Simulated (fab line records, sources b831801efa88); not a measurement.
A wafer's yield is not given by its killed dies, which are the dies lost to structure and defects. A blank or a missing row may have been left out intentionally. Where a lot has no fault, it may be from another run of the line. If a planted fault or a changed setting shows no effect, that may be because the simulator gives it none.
The tool behind it: which one? | flow sky130 | 12 lots, 36 wafers sampled, at 3 steps of a route of 708

## WHAT THE GAUGES SHOWED, per wafer
SKY_VT_ADJUST_HVTP_OVL_MEAS_08. Usual: VT_ADJUST_HVTP_OVL -0.7 nm, standard deviation 1.7.
lot  | measured     | on         | VT_ADJUST_HVTP_OVL (nm) | flag
L624 | day 6 03:28  | overlay-01 | 0.6 3.6 2.0             |
L625 | day 6 08:30  | overlay-02 | -2.5 -2.2 -2.3          |
L626 | day 6 18:57  | overlay-02 | 1.1 2.3 1.0             |
L627 | day 6 19:55  | overlay-02 | -1.3 -1.6 -1.9          |
L628 | day 7 05:40  | overlay-01 | -2.3 -2.1 -1.1          |
L629 | day 7 08:46  | overlay-02 | 0.4 -1.2 2.1            |
L630 | day 7 15:01  | overlay-02 | -0.1 0.8 0.1            |
L631 | day 7 22:22  | overlay-02 | 1.4 2.1 1.8             |
L632 | day 8 05:16  | overlay-01 | -2.8 -2.1 -3.4          |
L637 | day 9 16:10  | overlay-02 | -1.0 -2.0 -0.9          |
L638 | day 9 19:58  | overlay-02 | 0.6 -2.1 -0.5           |
L646 | day 11 19:34 | overlay-02 | 2.7 1.8 0.5             |

## WHAT TOOL EACH LOT RAN ON (gives the tool, then ch and the chambers of the sampled wafers, and finally the start)
lot  | SKY_FIELD_ISO_CMP_27         | SKY_PWDE_DEVELOP_06
L624 | cmp-02 ch 0,1,2, day 2 11:36 | litho track-02 ch 0, day 3 20:00
L625 | cmp-02 ch 0,1,2, day 2 15:25 | litho track-02 ch 0, day 4 01:00
L626 | cmp-01 ch 1,2, day 2 23:52   | litho track-04 ch 0, day 4 11:00
L627 | cmp-02 ch 0,2,3, day 2 23:55 | litho track-04 ch 0, day 4 11:00
L628 | cmp-01 ch 2,3, day 3 07:48   | litho track-04 ch 0, day 4 20:00
L629 | cmp-02 ch 0,1, day 3 10:52   | litho track-03 ch 0, day 4 23:00
L630 | cmp-02 ch 0,1,2, day 3 16:33 | litho track-04 ch 0, day 5 04:00
L631 | cmp-02 ch 0,2,3, day 3 21:36 | litho track-02 ch 0, day 5 11:00
L632 | cmp-01 ch 0,2, day 4 03:47   | litho track-03 ch 0, day 5 17:00
L637 | cmp-01 ch 0,2,3, day 5 07:17 | litho track-03 ch 0, day 6 23:00
L638 | cmp-02 ch 0,1,2, day 5 12:04 | litho track-03 ch 0, day 7 04:00
L646 | cmp-01 ch 1,3, day 7 02:07   | litho track-02 ch 0, day 8 23:00
- SKY_FIELD_ISO_CMP_27: polishes, stops on Si3N4, t overpolish 16 s, target thk 457.8 nm.
- SKY_PWDE_DEVELOP_06: develop time 60 s.

## WHAT THE TOOLS THEMSELVES READ (means of the sampled wafers that have a number; where no wafer has one, the mark that the record gives instead)
SKY_FIELD_ISO_CMP_27. Usual: motor current A 12.6 A, standard deviation 1.2; overpolish run s 16.002 s, standard deviation 0.0095; time to endpoint s 113 s, standard deviation 4.2.
lot  | tool   | motor current A (A) | overpolish run s (s) | time to endpoint s (s) | flag
L624 | cmp-02 | 12.6                | 16.002               | 112                    |
L625 | cmp-02 | 12.1                | 15.990               | 112                    |
L626 | cmp-01 | 14.1                | 16.004               | 114                    |
L627 | cmp-02 | 11.8                | 16.000               | 106                    |
L628 | cmp-01 | 14.1                | 16.000               | 106                    |
L629 | cmp-02 | 11.9                | 16.000               | 114                    |
L630 | cmp-02 | 12.0                | 16.010               | 112                    |
L631 | cmp-02 | 11.9                | 15.995               | 110                    |
L632 | cmp-01 | 13.8                | 16.000               | 115                    |
L637 | cmp-01 | 13.1                | 16.005               | 114                    |
L638 | cmp-02 | 12.6                | 16.003               | 116                    |
L646 | cmp-01 | 12.8                | 15.992               | 106                    |

SKY_PWDE_DEVELOP_06. Usual: developer temp C at 23.03 C, with a standard deviation of 0.11.
lot  | tool           | developer temp C (C) | flag
L624 | litho track-02 | 22.99                |
L625 | litho track-02 | 23.11                |
L626 | litho track-04 | 22.96                |
L627 | litho track-04 | 22.99                |
L628 | litho track-04 | 23.11                |
L629 | litho track-03 | 23.09                |
L630 | litho track-04 | 23.24                |
L631 | litho track-02 | 22.94                |
L632 | litho track-03 | 23.04                |
L637 | litho track-03 | 23.93                | OFF
L638 | litho track-03 | 23.87                | OFF
L646 | litho track-02 | 22.93                |

## THE ANSWER, worked out from the rows above alone
Rule: a lot is off if the mean of its wafers that have a number lies more than 3 standard deviations from the usual mean. Also off: a lot with no number at a reading for which 4 or more lots have one. Where the step has rows for the other lots, those lots are counted as sound. Order of review: gauges by route order, followed by the tools' own readings, for which a lot's mean as printed above is used. The first step at which some lot is off is used, and at that step the reading that is off furthest; a lot without a number counts as furthest.
Off: L637, L638, at SKY_PWDE_DEVELOP_06 (developer temp C).
If a tool, at that step or one of the process steps before it, ran each lot that is off and ran no sound lot following the first of them, it fits. One fits: SKY_PWDE_DEVELOP_06 on litho track-03. A fault onset in the window from L632 (day 5 17:00, its last sound lot) to L637 (day 6 23:00, its first lot off) fits.
The tool's own readings at SKY_PWDE_DEVELOP_06 bear it out: on the lots that are off they differ by more than 5 times the standard deviation of the sound lots' means. developer temp C reads 23.90 C there against 23.04 C on the sound lots.

## WHAT THE SIMULATOR PUT IN
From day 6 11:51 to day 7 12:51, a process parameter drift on litho track-03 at SKY_PWDE_DEVELOP_06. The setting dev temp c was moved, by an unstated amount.
Shown lots that were struck: L637, L638. Same finding as the rule above.
